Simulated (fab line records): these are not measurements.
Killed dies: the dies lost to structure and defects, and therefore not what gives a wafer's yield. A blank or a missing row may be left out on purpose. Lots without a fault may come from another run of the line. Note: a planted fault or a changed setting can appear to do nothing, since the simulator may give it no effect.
fab line records	flow gf180mcu
record lots=24	wafers=72	last_day=34
route steps=602 shown V4@480 V5@542 PASSIVATION@587
lots that met no fault: from a run of the same line without faults
start_h: the number of hours between the record's first day and the start of the first shown wafer of the lot	wait_h: hours from the lot's prior step to this one	" identical to the entry in the row above	L1.1+2: a single row standing in for several wafers	- no value, or no start given	* or withheld: withheld	< > ~ a bound
route shown NAME@n: a module of which the file shows steps, and the number in the route of the first	usual: mean and standard deviation over wafers with no fault	same: alike in all rows	chamber/n: place in a boat	sites: readings site by site	_std_site: how widely they spread, as a standard deviation	_edge_site: inner sites' mean taken away from outer sites' mean	radius_mm: how far each site lies from the wafer's centre	mask NAME#n: copy n	behind: the most recent tool/chamber to have shaped the wafer	hold: cause of the lot's hold/its duration in hours/its outcome	device: transistor that didn't switch, given as n, p or np	end of line: tests of these same wafers at the route's end	a step given without rows: its recipe and nothing more	killed: the dies lost at the first sort to structure and to defects; this is not the yield of the wafer	map: shows each die of a wafer: x if killed, . if not, _ if none is there
set.NAME: the setting as run; set.NAME@STEP: as run at that earlier step	model.NAME: the simulator's own value behind a step, which no gauge read
the route's steps for a sample of lots (tables are steps, rows are wafers)
services: when a tool's chamber went out of use (start_h, in hours from the record's first day, below 0 if earlier), for how many hours, and the reason
## steps
# step GF_V4_CMP_04
# recipe material=SiO2	down_force_psi=4	platen_rpm=60	pad_velocity_m_s=0.94248
# usual edge_zone_pressure_frac=1.000/0.0046	motor_current_A=12.3/0.9	slurry_flow_ml_min=150.0/0.45	time_to_endpoint_s=78/5.6
lot.wafer	tool	chamber	start_h	wait_h	edge_zone_pressure_frac	motor_current_A	slurry_flow_ml_min	time_to_endpoint_s
L074.1	cmp-02	2	547.67	0.3	0.995	12.1	150.2	77
L074.4	"	3	"	"	0.996	11.9	150.4	84
L074.5	"	1	"	"	1.000	13.8	150.3	84
L076.3	cmp-02	1	553.56	0.0	1.005	13.3	150.0	77
L076.4	"	2	"	"	1.004	12.8	150.1	75
L076.6	"	1	"	"	1.004	13.8	150.1	81
L075.1	cmp-02	3	554.94	0.2	1.003	12.5	149.8	81
L075.5	"	0	"	"	1.004	13.3	150.0	84
L075.6	"	1	"	"	1.001	14.1	150.0	97
L077.1	cmp-02	1	574.76	0.3	1.002	12.7	149.7	77
L077.6	"	3	"	"	0.996	12.7	150.0	84
L077.5	"	0	"	"	0.997	13.0	149.2	89
L078.2	cmp-01	3	583.55	0.0	0.995	12.2	149.6	71
L078.4	"	2	"	"	1.006	13.3	149.5	73
L078.5	"	0	"	"	1.005	11.2	150.6	81
L079.4	cmp-02	0	591.19	0.1	1.003	11.8	151.0	90
L079.1	"	1	"	"	1.006	13.9	149.7	87
L079.6	"	3	"	"	0.995	12.2	149.8	91
L081.2	cmp-02	2	598.09	0.0	0.998	11.2	149.7	71
L081.1	"	3	"	"	0.992	12.5	149.5	74
L081.6	"	3	"	"	0.988	12.5	150.1	82
L080.3	cmp-01	0	603.82	0.1	0.992	11.1	149.5	79
L080.4	"	1	"	"	1.003	11.8	150.7	82
L080.5	"	2	"	"	1.005	12.9	150.3	75
L082.4	cmp-02	2	612.60	0.1	0.999	11.9	149.3	74
L082.2	"	3	"	"	0.995	12.2	149.9	75
L082.5	"	2	"	"	0.999	12.5	149.7	76
L083.2	cmp-01	3	619.99	0.0	1.002	11.7	150.0	73
L083.4	"	1	"	"	0.995	11.8	149.8	86
L083.3	"	2	"	"	0.996	13.3	149.8	76
L084.3	cmp-01	1	627.04	0.1	0.997	12.3	150.6	84
L084.1	"	2	"	"	0.997	13.7	150.2	80
L084.6	"	0	"	"	0.998	10.9	149.9	86
L085.4	cmp-01	1	636.52	0.1	0.993	11.7	149.7	78
L085.2	"	2	"	"	1.003	12.9	149.7	74
L085.6	"	1	"	"	0.995	12.2	149.6	78
L086.3	cmp-01	1	639.24	0.1	0.995	12.3	149.0	81
L086.5	"	3	"	"	1.005	11.9	150.2	81
L086.6	"	0	"	"	0.990	10.7	150.4	86
L087.2	cmp-02	3	645.54	0.0	1.005	12.5	149.7	73
L087.1	"	0	"	"	1.004	13.0	149.9	76
L087.3	"	1	"	"	1.003	13.8	150.1	77
L088.3	cmp-01	3	649.50	0.0	1.004	12.2	150.0	78
L088.4	"	2	"	"	1.005	13.4	150.0	72
L088.6	"	3	"	"	1.001	11.6	149.5	80
L089.1	cmp-01	0	658.69	0.1	0.997	10.5	150.0	72
L089.3	"	1	"	"	0.992	12.1	149.8	73
L089.5	"	3	"	"	1.002	12.1	150.2	72
L090.3	cmp-01	3	665.87	0.1	1.003	11.6	150.9	73
L090.1	"	0	"	"	0.998	10.9	149.7	69
L090.6	"	3	"	"	1.000	11.4	149.9	72
L091.4	cmp-01	0	676.63	0.1	1.012	10.7	149.9	82
L091.3	"	1	"	"	0.994	12.5	150.9	78
L091.5	"	0	"	"	1.010	11.1	150.1	76
L092.3	cmp-01	0	679.90	0.3	1.000	11.0	150.1	71
L092.4	"	1	"	"	0.997	12.3	150.1	80
L092.6	"	3	"	"	0.998	11.7	149.9	77
L093.2	cmp-02	0	681.73	0.1	1.010	13.4	149.2	73
L093.4	"	1	"	"	1.006	13.7	150.2	79
L093.5	"	0	"	"	1.005	12.9	149.0	72
L094.3	cmp-02	1	692.38	0.1	1.002	13.5	149.5	79
L094.1	"	3	"	"	1.002	12.3	150.5	72
L094.5	"	1	"	"	0.996	13.4	149.7	75
L095.2	cmp-02	3	695.06	0.1	1.000	12.1	149.6	81
L095.3	"	0	"	"	1.001	12.8	149.9	78
L095.6	"	2	"	"	1.007	11.8	149.6	78
L096.4	cmp-01	0	704.04	0.0	1.003	10.9	149.4	71
L096.3	"	1	"	"	1.001	11.6	149.1	77
L096.6	"	0	"	"	0.997	10.5	150.0	78
L097.2	cmp-01	0	709.30	0.0	1.000	11.0	150.3	75
L097.1	"	1	"	"	1.002	12.6	150.0	73
L097.4	"	2	"	"	0.997	12.9	149.3	74
# step GF_V4_SPUTTER_22
# recipe material=TiN	target_thk_nm=10	chamber_pressure_pa=5	power_w=4000	time_s=40
# usual throttle_valve_pct=30.2/1.2
lot.wafer	tool	chamber	start_h	wait_h	throttle_valve_pct
L074.1	pvd_sputter-04	-	571.61	0.0	30.2
L074.4	"	-	"	"	28.4
L074.5	"	-	"	"	28.4
L076.3	pvd_sputter-04	-	576.68	0.0	28.4
L076.4	"	-	"	"	32.1
L076.6	"	-	"	"	30.6
L075.1	pvd_sputter-01	-	577.67	0.0	30.0
L075.5	"	-	"	"	31.1
L075.6	"	-	"	"	28.9
L077.1	pvd_sputter-03	-	596.81	0.0	32.0
L077.5	"	-	"	"	30.0
L077.6	"	-	"	"	30.4
L078.2	pvd_sputter-04	-	605.86	0.0	31.2
L078.4	"	-	"	"	31.9
L078.5	"	-	"	"	28.3
L079.1	pvd_sputter-01	-	613.04	0.0	29.4
L079.4	"	-	"	"	30.9
L079.6	"	-	"	"	28.9
L081.1	pvd_sputter-01	-	620.73	0.0	29.4
L081.2	"	-	"	"	29.3
L081.6	"	-	"	"	29.1
L080.3	pvd_sputter-04	-	625.16	0.0	28.4
L080.4	"	-	"	"	32.0
L080.5	"	-	"	"	28.1
L082.2	pvd_sputter-04	-	634.27	0.0	31.8
L082.4	"	-	"	"	28.1
L082.5	"	-	"	"	28.4
L083.2	pvd_sputter-01	-	641.20	0.0	29.4
L083.3	"	-	"	"	28.9
L083.4	"	-	"	"	31.1
L084.1	pvd_sputter-04	-	648.07	0.0	28.3
L084.3	"	-	"	"	31.0
L084.6	"	-	"	"	28.5
L085.2	pvd_sputter-04	-	657.68	0.0	28.4
L085.4	"	-	"	"	32.1
L085.6	"	-	"	"	31.9
L086.3	pvd_sputter-04	-	659.88	0.0	30.2
L086.5	"	-	"	"	28.5
L086.6	"	-	"	"	32.0
L087.1	pvd_sputter-01	-	667.17	0.0	31.3
L087.2	"	-	"	"	29.2
L087.3	"	-	"	"	29.5
L088.3	pvd_sputter-01	-	669.81	0.0	31.1
L088.4	"	-	"	"	29.5
L088.6	"	-	"	"	29.3
L089.1	pvd_sputter-01	-	679.17	0.0	29.2
L089.3	"	-	"	"	31.0
L089.5	"	-	"	"	29.4
L090.1	pvd_sputter-01	-	685.92	0.0	29.2
L090.3	"	-	"	"	29.7
L090.6	"	-	"	"	29.1
L091.3	pvd_sputter-01	-	696.76	0.0	29.0
L091.4	"	-	"	"	31.4
L091.5	"	-	"	"	29.6
L092.3	pvd_sputter-03	-	700.01	0.0	29.4
L092.4	"	-	"	"	30.3
L092.6	"	-	"	"	29.8
L093.2	pvd_sputter-04	-	701.92	0.0	31.2
L093.4	"	-	"	"	30.7
L093.5	"	-	"	"	31.2
L094.1	pvd_sputter-03	-	711.74	0.0	29.5
L094.3	"	-	"	"	32.2
L094.5	"	-	"	"	30.0
L095.2	pvd_sputter-04	-	713.87	0.0	30.6
L095.3	"	-	"	"	31.8
L095.6	"	-	"	"	30.3
L096.3	pvd_sputter-03	-	723.82	0.0	32.1
L096.4	"	-	"	"	30.2
L096.6	"	-	"	"	30.4
L097.1	pvd_sputter-03	-	729.00	0.0	30.5
L097.2	"	-	"	"	29.8
L097.4	"	-	"	"	29.7
# step GF_V4_CVD_23
# recipe material=W	target_thk_nm=350	time_s=104.9	temp_c=400	pressure_torr=40
# usual heater_power_w=869/98
lot.wafer	tool	chamber	start_h	wait_h	heater_power_w	since_wet_clean_h
L074.1	cvd_w-01	0	571.65	0.0	774	668
L074.4	"	0	"	"	758	-
L074.5	"	0	"	"	776	-
L076.3	cvd_w-01	0	576.75	0.1	786	-
L076.4	"	1	"	"	1041	-
L076.6	"	1	"	"	1011	-
L075.1	cvd_w-02	1	577.71	0.0	821	174
L075.5	"	1	"	"	817	-
L075.6	"	0	"	"	868	-
L077.1	cvd_w-02	1	596.84	0.0	805	193
L077.5	"	1	"	"	807	-
L077.6	"	0	"	"	871	-
L078.2	cvd_w-02	1	605.94	0.1	807	-
L078.4	"	1	"	"	789	-
L078.5	"	1	"	"	820	-
L079.1	cvd_w-02	1	613.08	0.0	814	209
L079.4	"	1	"	"	837	-
L079.6	"	0	"	"	871	-
L081.1	cvd_w-01	0	620.77	0.0	747	717
L081.2	"	1	"	"	1018	717
L081.6	"	1	"	"	1021	-
L080.3	cvd_w-02	0	625.24	0.1	857	-
L080.4	"	1	"	"	844	-
L080.5	"	0	"	"	846	-
L082.2	cvd_w-01	1	634.31	0.0	996	730
L082.4	"	0	"	"	784	-
L082.5	"	0	"	"	777	-
L083.2	cvd_w-01	1	641.24	0.0	1008	737
L083.3	"	1	"	"	1013	-
L083.4	"	0	"	"	750	-
L084.1	cvd_w-01	1	648.11	0.0	1027	744
L084.3	"	0	"	"	772	-
L084.6	"	1	"	"	1033	-
L085.2	cvd_w-01	0	657.72	0.0	760	754
L085.4	"	1	"	"	1011	-
L085.6	"	1	"	"	1002	-
L086.3	cvd_w-02	1	659.96	0.1	817	-
L086.5	"	0	"	"	857	-
L086.6	"	1	"	"	802	-
L087.1	cvd_w-01	0	667.21	0.0	802	763
L087.2	"	1	"	"	1014	763
L087.3	"	1	"	"	999	-
L088.3	cvd_w-02	1	669.89	0.1	812	-
L088.4	"	0	"	"	863	-
L088.6	"	1	"	"	813	-
L089.1	cvd_w-01	0	679.21	0.0	765	775
L089.3	"	1	"	"	988	-
L089.5	"	1	"	"	1024	-
L090.1	cvd_w-02	1	685.96	0.0	808	282
L090.3	"	1	"	"	835	-
L090.6	"	1	"	"	831	-
L091.3	cvd_w-02	0	696.83	0.1	857	-
L091.4	"	1	"	"	829	-
L091.5	"	0	"	"	863	-
L092.3	cvd_w-01	0	700.08	0.1	780	-
L092.4	"	1	"	"	1001	-
L092.6	"	0	"	"	741	-
L093.2	cvd_w-02	1	701.96	0.0	850	298
L093.4	"	0	"	"	872	-
L093.5	"	1	"	"	816	-
L094.1	cvd_w-01	1	711.77	0.0	987	808
L094.3	"	1	"	"	1024	-
L094.5	"	1	"	"	1043	-
L095.2	cvd_w-01	1	713.91	0.0	1060	810
L095.3	"	1	"	"	1022	-
L095.6	"	1	"	"	1044	-
L096.3	cvd_w-01	1	723.90	0.1	1031	-
L096.4	"	0	"	"	784	-
L096.6	"	0	"	"	774	-
L097.1	cvd_w-02	1	729.04	0.0	826	325
L097.2	"	0	"	"	875	325
L097.4	"	0	"	"	862	-
# step GF_V5_CVD_02
# recipe material=SiO2	target_thk_nm=1450	precursor=TEOS	temp_c=400	time_s=163.28	rf_w=600
# usual heater_power_w=635/84	rf_fwd_power_W=597.5/1.9
lot.wafer	tool	chamber	start_h	wait_h	heater_power_w	rf_fwd_power_W	since_wet_clean_h
L074.1	pecvd-01	0	615.91	0.1	666	598.9	441
L074.4	"	2	"	"	605	592.6	-
L074.5	"	0	"	"	737	596.8	-
L076.3	pecvd-03	2	621.45	0.0	788	597.8	16
L076.4	"	0	"	"	531	600.1	-
L076.6	"	1	"	"	486	598.7	-
L075.1	pecvd-04	2	621.78	0.1	761	597.2	655
L075.5	"	0	"	"	562	596.9	-
L075.6	"	1	"	"	616	598.7	-
L077.1	pecvd-04	2	640.27	0.1	785	597.8	674
L077.5	"	0	"	"	703	597.9	-
L077.6	"	1	"	"	601	596.7	-
L078.2	pecvd-03	2	648.94	0.0	780	596.1	44
L078.4	"	2	"	"	627	595.9	-
L078.5	"	1	"	"	462	594.3	-
L079.1	pecvd-03	0	655.44	0.1	652	600.0	50
L079.4	"	0	"	"	505	600.4	-
L079.6	"	2	"	"	654	597.2	-
L081.1	pecvd-01	1	662.85	0.1	613	600.4	488
L081.2	"	2	"	"	580	600.4	488
L081.6	"	2	"	"	611	597.3	-
L080.3	pecvd-03	1	667.37	0.0	581	599.8	62
L080.4	"	1	"	"	466	596.0	-
L080.5	"	2	"	"	644	595.4	-
L082.2	pecvd-01	2	676.22	0.0	537	601.1	502
L082.4	"	0	"	"	580	597.4	-
L082.5	"	2	"	"	480	600.5	-
L083.2	pecvd-01	0	682.36	0.0	709	595.6	508
L083.3	"	0	"	"	568	600.5	-
L083.4	"	2	"	"	489	599.7	-
L084.1	pecvd-03	0	686.98	0.1	598	597.5	82
L084.3	"	1	"	"	587	596.6	82
L084.6	"	0	"	"	667	598.5	-
L085.2	pecvd-01	2	697.37	0.0	574	598.2	523
L085.4	"	2	"	"	618	600.3	-
L085.6	"	1	"	"	575	593.8	-
L086.3	pecvd-01	2	699.81	0.0	532	597.2	525
L086.5	"	1	"	"	596	594.5	-
L086.6	"	2	"	"	597	596.9	-
L087.1	pecvd-01	2	707.30	0.1	575	601.4	533
L087.2	"	1	"	"	683	594.4	533
L087.3	"	0	"	"	665	598.8	533
L088.3	pecvd-01	0	710.73	0.0	675	600.0	536
L088.4	"	0	"	"	701	600.4	-
L088.6	"	1	"	"	590	597.8	-
L089.1	pecvd-01	0	719.21	0.1	583	599.6	545
L089.3	"	1	"	"	665	595.9	545
L089.5	"	1	"	"	711	598.5	-
L090.1	pecvd-03	0	724.61	0.1	617	600.9	120
L090.3	"	2	"	"	802	598.8	120
L090.6	"	1	"	"	567	595.6	-
L091.3	pecvd-04	2	734.78	0.0	763	598.6	768
L091.4	"	1	"	"	611	596.4	-
L091.5	"	2	"	"	647	593.8	-
L092.3	pecvd-04	0	738.54	0.0	578	596.5	772
L092.4	"	1	"	"	746	595.1	-
L092.6	"	2	"	"	647	600.6	-
L093.2	pecvd-04	2	739.79	0.0	759	597.1	773
L093.4	"	1	"	"	604	594.5	-
L093.5	"	2	"	"	811	603.1	-
L094.1	pecvd-03	0	749.65	0.1	640	597.2	145
L094.3	"	2	"	"	702	596.7	145
L094.5	"	0	"	"	519	596.3	-
L095.2	pecvd-01	2	750.87	0.0	600	597.9	576
L095.3	"	1	"	"	609	595.3	576
L095.6	"	0	"	"	569	595.1	-
L096.3	pecvd-01	1	760.26	0.0	668	594.5	586
L096.4	"	2	"	"	627	595.6	-
L096.6	"	0	"	"	678	596.9	-
L097.1	pecvd-01	1	764.18	0.1	674	600.1	590
L097.2	"	2	"	"	599	597.6	590
L097.4	"	1	"	"	728	599.9	-
# step GF_V5_THK_MEAS_03
# recipe reads=SiO2_of_V5_CVD_02
# usual V5_CVD_02_THK=1453/19
lot.wafer	tool	chamber	start_h	wait_h	V5_CVD_02_THK[nm]
L074.1	film_metro-03	-	616.01	0.1	1444
L074.4	"	-	"	"	1499
L074.5	"	-	"	"	1462
L076.3	film_metro-01	-	621.58	0.1	1433
L076.4	"	-	"	"	1456
L076.6	"	-	"	"	1452
L075.1	film_metro-04	-	621.89	0.1	1433
L075.5	"	-	"	"	1474
L075.6	"	-	"	"	1477
L077.1	film_metro-03	-	640.38	0.1	1451
L077.5	"	-	"	"	1460
L077.6	"	-	"	"	1478
L078.2	film_metro-04	-	649.05	0.1	1463
L078.4	"	-	"	"	1470
L078.5	"	-	"	"	1476
L079.1	film_metro-04	-	655.55	0.1	1455
L079.4	"	-	"	"	1467
L079.6	"	-	"	"	1479
L081.1	film_metro-04	-	662.96	0.1	1440
L081.2	"	-	"	"	1439
L081.6	"	-	"	"	1479
L080.3	film_metro-03	-	667.50	0.1	1466
L080.4	"	-	"	"	1464
L080.5	"	-	"	"	1484
L082.2	film_metro-03	-	676.39	0.1	1438
L082.4	"	-	"	"	1461
L082.5	"	-	"	"	1468
L083.2	film_metro-04	-	682.54	0.1	1436
L083.3	"	-	"	"	1447
L083.4	"	-	"	"	1473
L084.1	film_metro-03	-	687.09	0.1	1452
L084.3	"	-	"	"	1435
L084.6	"	-	"	"	1457
L085.2	film_metro-03	-	697.49	0.1	1479
L085.4	"	-	"	"	1490
L085.6	"	-	"	"	1479
L086.3	film_metro-01	-	699.93	0.1	1429
L086.5	"	-	"	"	1451
L086.6	"	-	"	"	1474
L087.1	film_metro-01	-	707.41	0.1	1441
L087.2	"	-	"	"	1463
L087.3	"	-	"	"	1455
L088.3	film_metro-04	-	710.86	0.1	1442
L088.4	"	-	"	"	1444
L088.6	"	-	"	"	1444
L089.1	film_metro-04	-	719.32	0.1	1443
L089.3	"	-	"	"	1446
L089.5	"	-	"	"	1491
L090.1	film_metro-04	-	724.72	0.1	1454
L090.3	"	-	"	"	1467
L090.6	"	-	"	"	1473
L091.3	film_metro-03	-	734.91	0.1	1450
L091.4	"	-	"	"	1458
L091.5	"	-	"	"	1465
L092.3	film_metro-01	-	738.67	0.1	1446
L092.4	"	-	"	"	1476
L092.6	"	-	"	"	1464
L093.2	film_metro-04	-	739.91	0.1	1430
L093.4	"	-	"	"	1463
L093.5	"	-	"	"	1464
L094.1	film_metro-01	-	749.76	0.1	1428
L094.3	"	-	"	"	1436
L094.5	"	-	"	"	1442
L095.2	film_metro-03	-	750.99	0.1	1433
L095.3	"	-	"	"	1418
L095.6	"	-	"	"	1440
L096.3	film_metro-03	-	760.39	0.1	1433
L096.4	"	-	"	"	1461
L096.6	"	-	"	"	1449
L097.1	film_metro-01	-	764.28	0.1	1422
L097.2	"	-	"	"	1448
L097.4	"	-	"	"	1453
# step GF_PASSIVATION_CVD_00
# recipe material=SiO2	target_thk_nm=1000	precursor=TEOS	temp_c=400	time_s=111.95	rf_w=600
# usual heater_power_w=628/100	rf_fwd_power_W=597.1/1.9
lot.wafer	tool	chamber	start_h	wait_h	heater_power_w	rf_fwd_power_W	since_wet_clean_h
L074.1	pecvd-03	0	658.61	0.0	527	599.4	54
L074.4	"	2	"	"	747	596.7	-
L074.5	"	1	"	"	469	597.3	-
L076.3	pecvd-03	0	664.12	0.0	531	598.7	59
L076.4	"	0	"	"	600	597.9	-
L076.6	"	2	"	"	777	597.1	-
L075.1	pecvd-03	1	664.39	0.0	601	599.2	59
L075.5	"	2	"	"	645	594.7	-
L075.6	"	1	"	"	469	597.2	-
L077.1	pecvd-04	0	682.86	0.0	650	598.3	717
L077.5	"	1	"	"	611	591.6	-
L077.6	"	2	"	"	647	596.7	-
L078.2	pecvd-03	0	689.96	0.0	629	596.8	85
L078.4	"	0	"	"	658	598.0	-
L078.5	"	1	"	"	468	598.3	-
L079.1	pecvd-03	1	696.81	0.0	515	598.2	92
L079.4	"	0	"	"	517	594.4	-
L079.6	"	1	"	"	567	594.4	-
L081.1	pecvd-04	1	704.21	0.0	740	595.7	738
L081.2	"	2	"	"	690	597.2	738
L081.6	"	2	"	"	755	599.3	-
L080.3	pecvd-03	2	708.96	0.0	723	598.1	104
L080.4	"	2	"	"	756	598.9	-
L080.5	"	1	"	"	580	595.9	-
L082.2	pecvd-04	1	716.25	0.0	716	598.0	750
L082.4	"	1	"	"	730	597.4	-
L082.5	"	0	"	"	583	597.3	-
L083.2	pecvd-02	1	722.75	0.0	522	595.5	340
L083.3	"	2	"	"	434	594.6	340
L083.4	"	2	"	"	482	596.5	-
L084.1	pecvd-04	2	726.56	0.0	783	598.7	760
L084.3	"	1	"	"	742	592.5	760
L084.6	"	0	"	"	710	596.3	-
L085.2	pecvd-04	2	736.50	0.0	645	596.0	770
L085.4	"	1	"	"	598	592.9	-
L085.6	"	2	"	"	721	595.9	-
L086.3	pecvd-03	1	738.79	0.0	546	597.8	134
L086.5	"	2	"	"	734	594.4	-
L086.6	"	0	"	"	514	596.5	-
L087.1	pecvd-02	0	746.26	0.0	706	600.6	363
L087.2	"	2	"	"	406	597.5	363
L087.3	"	1	"	"	565	597.8	363
L088.3	pecvd-03	1	748.89	0.0	515	596.3	144
L088.4	"	2	"	"	779	595.9	-
L088.6	"	1	"	"	564	598.8	-
L089.1	pecvd-04	0	756.44	0.0	612	598.2	790
L089.3	"	2	"	"	713	599.0	790
L089.5	"	0	"	"	658	597.5	-
L090.1	pecvd-04	1	762.18	0.0	699	596.6	796
L090.3	"	2	"	"	793	598.2	796
L090.6	"	1	"	"	730	597.3	-
L091.3	pecvd-02	0	771.24	0.0	705	599.5	388
L091.4	"	0	"	"	563	595.4	-
L091.5	"	1	"	"	452	598.1	-
L092.3	pecvd-03	0	774.64	0.0	553	598.8	170
L092.4	"	2	"	"	741	597.3	-
L092.6	"	1	"	"	474	600.2	-
L093.2	pecvd-02	2	775.34	0.0	479	595.2	392
L093.4	"	1	"	"	450	600.0	-
L093.5	"	2	"	"	393	593.7	-
L094.1	pecvd-03	1	785.29	0.0	569	597.7	180
L094.3	"	0	"	"	649	599.2	180
L094.5	"	0	"	"	518	598.8	-
L095.2	pecvd-02	2	785.65	0.0	498	597.3	403
L095.3	"	0	"	"	644	598.1	403
L095.6	"	2	"	"	381	598.1	-
L096.3	pecvd-04	0	794.74	0.0	639	598.4	828
L096.4	"	0	"	"	694	595.0	-
L096.6	"	1	"	"	597	595.6	-
L097.1	pecvd-03	2	798.83	0.0	781	595.3	194
L097.2	"	0	"	"	663	596.9	194
L097.4	"	0	"	"	527	597.6	-
## services
tool	chamber	start_h	hours	kind
cmp-01	-	533.94	0.7	repair
cmp-02	-	542.34	1.9	repair
pecvd-01	-	558.24	2.8	pm
cvd_w-01	1	566.29	2.7	repair
cmp-01	-	572.44	4.0	pm
pecvd-01	-	574.50	1.7	repair
pecvd-03	-	591.12	14.0	pm
cvd_w-01	-	593.40	5.0	repair
cvd_w-02	0	599.45	9.0	repair
pecvd-03	-	603.85	2.2	repair
cvd_w-02	1	638.48	17.1	repair
pecvd-04	-	645.50	0.4	repair
pecvd-01	1	665.87	23.0	repair
cmp-02	-	669.64	0.9	repair
pecvd-04	-	678.76	3.9	repair
cmp-02	-	678.99	2.3	repair
cmp-02	-	690.40	1.0	repair
cmp-02	-	744.00	4.0	pm
pecvd-04	-	757.66	0.8	repair
cvd_w-01	-	764.95	2.8	pm
pecvd-04	-	768.86	2.8	pm
pecvd-01	-	785.67	6.0	pm
pecvd-01	2	792.00	15.6	repair
cvd_w-01	-	798.86	1.4	repair
## key
fault none
